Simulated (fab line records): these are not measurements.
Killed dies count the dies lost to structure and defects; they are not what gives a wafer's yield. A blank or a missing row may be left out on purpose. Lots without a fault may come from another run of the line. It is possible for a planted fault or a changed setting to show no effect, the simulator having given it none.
Split-lot study | flow sfq_line | 23 wafers read across 5 lots, on a route 325 steps long

== SPLIT DETAILS ==
At SFQ_TRILAYER_I4_VIA_LITHO_COAT_103 (resist thk 650 nm), the setting spin_rpm was moved away from the recipe's 3000 rpm on 9 of the 23 wafers read, by -7.1% to -3.6%. This setting was run at the recipe's value on the other wafers.

The split's own step is where the reading is taken.

== THE READING ==
KrF_of_TRILAYER_I4_VIA_LITHO_COAT_103.thk_nm (the simulator's own value, which no gauge read), in nm, at SFQ_TRILAYER_I4_VIA_LITHO_COAT_103 (resist thk 650 nm). No usual value for it is given in the file. Here, 14 wafers ran the recipe; their average is 651.2 nm with a standard deviation of 2 nm.

wafer  | tool, chamber at the split | spin_rpm as run, rpm | against the recipe | KrF_of_TRILAYER_I4_VIA_LITHO_COAT_103.thk_nm, nm | against lot-mates on the recipe
L074.2 | litho_track-02, 0          | 3000                 | recipe             | 649.7                                            | -
L074.3 | litho_track-02, 0          | 3000                 | recipe             | 650.6                                            | -
L074.4 | litho_track-02, 0          | 3000                 | recipe             | 648.9                                            | -
L074.5 | litho_track-02, 0          | 2883                 | -3.9%              | 660.8                                            | +11.1
L074.6 | litho_track-02, 0          | 2883                 | -3.9%              | 665.7                                            | +16.0
L075.1 | litho_track-02, 0          | 3000                 | recipe             | 654.4                                            | -
L075.3 | litho_track-02, 0          | 2892                 | -3.6%              | 665.2                                            | +11.2
L075.4 | litho_track-02, 0          | 2892                 | -3.6%              | 663.9                                            | +9.9
L075.5 | litho_track-02, 0          | 3000                 | recipe             | 653.7                                            | -
L075.6 | litho_track-02, 0          | 2892                 | -3.6%              | 665.8                                            | +11.8
L078.1 | litho_track-04, 0          | 3000                 | recipe             | 647.8                                            | -
L078.2 | litho_track-04, 0          | 3000                 | recipe             | 651.4                                            | -
L078.6 | litho_track-04, 0          | 3000                 | recipe             | 649.7                                            | -
L080.1 | litho_track-02, 0          | 3000                 | recipe             | 651.6                                            | -
L080.2 | litho_track-02, 0          | 2875                 | -4.2%              | 665.7                                            | +12.8
L080.4 | litho_track-02, 0          | 3000                 | recipe             | 654.6                                            | -
L080.5 | litho_track-02, 0          | 2875                 | -4.2%              | 665.6                                            | +12.7
L080.6 | litho_track-02, 0          | 3000                 | recipe             | 652.5                                            | -
L084.1 | litho_track-04, 0          | 3000                 | recipe             | 649.2                                            | -
L084.3 | litho_track-04, 0          | 3000                 | recipe             | 651.6                                            | -
L084.4 | litho_track-04, 0          | 3000                 | recipe             | 650.7                                            | -
L084.5 | litho_track-04, 0          | 2786                 | -7.1%              | 676.2                                            | +25.7
L084.6 | litho_track-04, 0          | 2786                 | -7.1%              | 676.2                                            | +25.7

FIT RESULTS
A straight line over all 23 wafers: KrF_of_TRILAYER_I4_VIA_LITHO_COAT_103.thk_nm changes by -3.5 nm for each +1% of spin_rpm; r = -0.98; the points scatter about the line by 1.9 nm.
The same after taking each lot's own level away (the mean of its wafers on the recipe; 23 wafers): -3.42 nm for each +1%; r = -0.99; scatter 1.4 nm.
Per that fit: largest spin_rpm move, reading shift of 24 nm.
The span of the lots' own levels, 649.63 to 654.05 nm, comes to 2.2 times the standard deviation stated above.
The two slopes are in agreement: the lot-to-lot level therefore moves the slope only a little.
Check: with one of the wafers moved furthest among these (-7.1%) left out of the fit, the line predicts +23.7 nm for it against its lot-mates. Against them it came out at +25.7 nm.

== ADDITIONAL SPLITS CARRIED BY THESE WAFERS ==
Before the reading, these wafers also passed through other splits. Each is held against what the fit with the lots' levels taken away leaves over:
other split on the same wafers               | wafers away from the commonest value | r with KrF_of_TRILAYER_I4_VIA_LITHO_COAT_103.thk_nm (lot level and that fit taken away)
SFQ_TRILAYER_M2_LITHO_EXPOSE_058 dose_mj     | 9                                    | -0.18
SFQ_TRILAYER_I2_DEP_PECVD_063 time_s         | 9                                    | -0.03
SFQ_TRILAYER_I2_VIA_LITHO_EXPOSE_068 dose_mj | 5                                    | +0.28
SFQ_TRILAYER_M3_LITHO_PEB_078 peb_time_s     | 11                                   | +0.37
SFQ_TRILAYER_M3_ETCH_METAL_ETCH_078 icp_w    | 9                                    | +0.46
SFQ_TRILAYER_I3_VIA_LITHO_PEB_088 peb_temp_c | 4                                    | -0.04
SFQ_TRILAYER_M4_DEP_SPUTTER_091 time_s       | 7                                    | -0.14
SFQ_TRILAYER_M4_LITHO_PEB_096 peb_temp_c     | 10                                   | +0.02
SFQ_TRILAYER_M4_ETCH_METAL_ETCH_096 time_s   | 9                                    | -0.05

== THE FILE'S OWN FIT ==
KrF_of_TRILAYER_I4_VIA_LITHO_COAT_103.thk_nm changes by -3.4 nm for each +1% of spin_rpm, r = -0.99.
